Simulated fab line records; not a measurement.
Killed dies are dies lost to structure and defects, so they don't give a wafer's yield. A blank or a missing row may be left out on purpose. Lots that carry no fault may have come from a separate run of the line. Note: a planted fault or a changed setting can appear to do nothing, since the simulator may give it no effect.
Lot-split experiment	flow sfq-line	23 wafers read from 5 lots, route of 325 steps

## ON THE SPLIT
At SFQ_TRILAYER_M2_DEP_SPUTTER_055 (material Nb, target thk 200 nm, time 133.3 s), the setting power-w was moved away from the recipe's 2000 W on 10 of the 23 wafers read, by -11.7% to -6.2%. All remaining wafers had this setting at the recipe value.

## FROM THE SPLIT TO THE READING: what the file shows between them, 3 steps
- SFQ_M2_RS_MEAS_914: measures by four-point-probe
- SFQ_TRILAYER_M2_LITHO_COAT_057: resist thk 600 nm (also split here: spin-rpm)
- SFQ_TRILAYER_M2_BARC_OPEN_METAL_ETCH_077: etches BARC in O2, target depth 125 nm, time 41.7 s (also split here: bias-w)

## THE READING
oes-product-au, in a.u., at SFQ_TRILAYER_M2_ETCH_METAL_ETCH_060 (etches Nb in Cl2/Ar, stops on SiO2, target depth 240 nm, time 120 s). A value of 0.893 a.u. with a standard deviation of 0.007 a.u. is what fault-free wafers of this fab line usually give.

wafer	tool, chamber at the split	power-w as run, W	against the recipe	oes-product-au, a.u.	against lot-mates on the recipe
L074.1	pvd-sputter-03, -	1766	-11.7%	0.832	-0.062
L074.2	pvd-sputter-03, -	2000	recipe	0.900	-
L074.3	pvd-sputter-03, -	1766	-11.7%	0.823	-0.071
L074.4	pvd-sputter-03, -	2000	recipe	0.901	-
L074.6	pvd-sputter-03, -	2000	recipe	0.880	-
L076.1	pvd-sputter-05, -	2000	recipe	0.898	-
L076.2	pvd-sputter-05, -	1811	-9.5%	0.852	-0.043
L076.3	pvd-sputter-05, -	1811	-9.5%	0.850	-0.045
L076.5	pvd-sputter-05, -	1811	-9.5%	0.848	-0.047
L076.6	pvd-sputter-05, -	2000	recipe	0.893	-
L080.1	pvd-sputter-03, -	1866	-6.7%	0.864	-0.039
L080.2	pvd-sputter-03, -	1866	-6.7%	0.867	-0.036
L080.3	pvd-sputter-03, -	2000	recipe	0.904	-
L080.4	pvd-sputter-03, -	2000	recipe	0.903	-
L080.5	pvd-sputter-03, -	1866	-6.7%	0.865	-0.038
L081.1	pvd-sputter-03, -	1877	-6.2%	0.864	-0.036
L081.2	pvd-sputter-03, -	2000	recipe	0.900	-
L081.4	pvd-sputter-03, -	2000	recipe	0.900	-
L081.5	pvd-sputter-03, -	2000	recipe	0.899	-
L081.6	pvd-sputter-03, -	1877	-6.2%	0.874	-0.026
L082.1	pvd-sputter-03, -	2000	recipe	0.900	-
L082.2	pvd-sputter-03, -	2000	recipe	0.897	-
L082.4	pvd-sputter-03, -	2000	recipe	0.900	-

THE FIT
A straight line over all 23 wafers: oes-product-au changes by +0.00544 a.u. for each +1% of power-w; r = +0.97; the points scatter about the line by 0.0059 a.u.
The same after taking each lot's own level away (the mean of its wafers on the recipe; 23 wafers): +0.0053 a.u. for each +1%; r = +0.98; scatter 0.005 a.u.
According to that fit, moving power-w by its largest amount changes the reading by 0.062 a.u.
Across the lots, their own levels run from 0.8937 to 0.9035 a.u., a range of 1.4 times the standard deviation given above.
The two slopes are in agreement: the lot-to-lot level therefore moves the slope only a little.
Check: -0.0621 a.u. against its lot-mates is what the line predicts for one of the wafers moved furthest among these (-11.7%) when that wafer is left out of the fit. Against them it came out at -0.0617 a.u.

## THE OTHER SPLITS THESE WAFERS WENT THROUGH
Note: prior to the reading, these wafers also went through further splits. Each is held against what the fit with the lots' levels taken away leaves over:
other split on the same wafers	wafers away from the commonest value	r with oes-product-au (lot level and that fit taken away)
SFQ_TRILAYER_M1_LITHO_COAT_044 resist-thk-nm	11	+0.15
SFQ_TRILAYER_M1_ETCH_METAL_ETCH_042 icp-w	10	-0.15
SFQ_TRILAYER_I1_VIA_LITHO_COAT_054 resist-thk-nm	7	-0.02
SFQ_TRILAYER_I1_VIA_BARC_OPEN_VIA_ETCH_071 time-s	10	+0.52
SFQ_TRILAYER_M2_LITHO_COAT_057 spin-rpm	7	-0.19
SFQ_TRILAYER_M2_BARC_OPEN_METAL_ETCH_077 bias-w	6	+0.03

## THE WHOLE CHAIN: every reading that the file lists as answering this split, in the file's order
step	what it does	reading	change (the file's fit)	r (the file's)
SFQ_TRILAYER_M2_DEP_SPUTTER_055	material Nb, target thk 200 nm, time 133.3 s	Nb_of_TRILAYER_M2_DEP_SPUTTER_055.thk-nm (the simulator's own value, which no gauge read)	+2.13 nm for each +1% of the setting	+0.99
SFQ_M2_RS_MEAS_914	measures by four-point-probe	M2_NB_RS	-0.0106 for each +1% of the setting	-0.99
SFQ_TRILAYER_M2_ETCH_METAL_ETCH_060	etches Nb in Cl2/Ar, stops on SiO2, target depth 240 nm, time 120 s	oes-product-au	+0.00536 a.u. for each +1% of the setting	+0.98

## FILE'S OWN FIT
oes-product-au changes by +0.00536 a.u. for each +1% of power-w, r = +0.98.
